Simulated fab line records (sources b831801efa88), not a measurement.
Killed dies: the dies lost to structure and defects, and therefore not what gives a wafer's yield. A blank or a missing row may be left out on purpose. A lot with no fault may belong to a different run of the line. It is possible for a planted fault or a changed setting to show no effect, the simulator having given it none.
Which tool did it? / flow gf180mcu / route of 602 steps, sampled at 1 step: 6 lots, 18 wafers

== WHAT EACH GAUGE READ, for each wafer ==
GF_M3_CD_MEAS_14: the cd target is 280 nm.
lot=L289; measured=day 22 02:52; on=cd-sem-01; cd-nm (nm)=280.5 279.4 280.7
lot=L292; measured=day 23 13:47; on=cd-sem-01; cd-nm (nm)=278.2 279.5 279.1
lot=L295; measured=day 24 03:11; on=cd-sem-02; cd-nm (nm)=279.2 278.7 277.6
lot=L300; measured=day 25 23:38; on=cd-sem-01; cd-nm (nm)=280.3 283.0 280.7
lot=L302; measured=day 26 17:20; on=cd-sem-02; cd-nm (nm)=279.4 279.8 280.2
lot=L308; measured=day 28 09:10; on=cd-sem-02; cd-nm (nm)=279.9 280.9 281.0

== WHAT TOOL EACH LOT RAN ON (gives the tool, then ch and the chambers of the sampled wafers, and finally the start) ==
Before these readings, the record contains no process step.

== THE ANSWER, worked out from the rows above alone ==
Rule: what is usual is taken from the lots themselves. The widest of any qualifying gaps counts: lots, ordered by their means at a reading, are off when they make up no more than a third of the lots, leave a main group of 4 or more, and stand apart from it by 3 or more times the standard deviation of that group's means. A main group is skipped when, at the precision printed for the reading in the tables above, its means are all equal. A lot without any number at a reading at which 4 lots or more have one is off too. Any other lot the step has rows for is counted as sound.
No lot is off on any of the readings shown, so nothing can be concluded from this.

== WHAT THE SIMULATOR HAD PUT IN ==
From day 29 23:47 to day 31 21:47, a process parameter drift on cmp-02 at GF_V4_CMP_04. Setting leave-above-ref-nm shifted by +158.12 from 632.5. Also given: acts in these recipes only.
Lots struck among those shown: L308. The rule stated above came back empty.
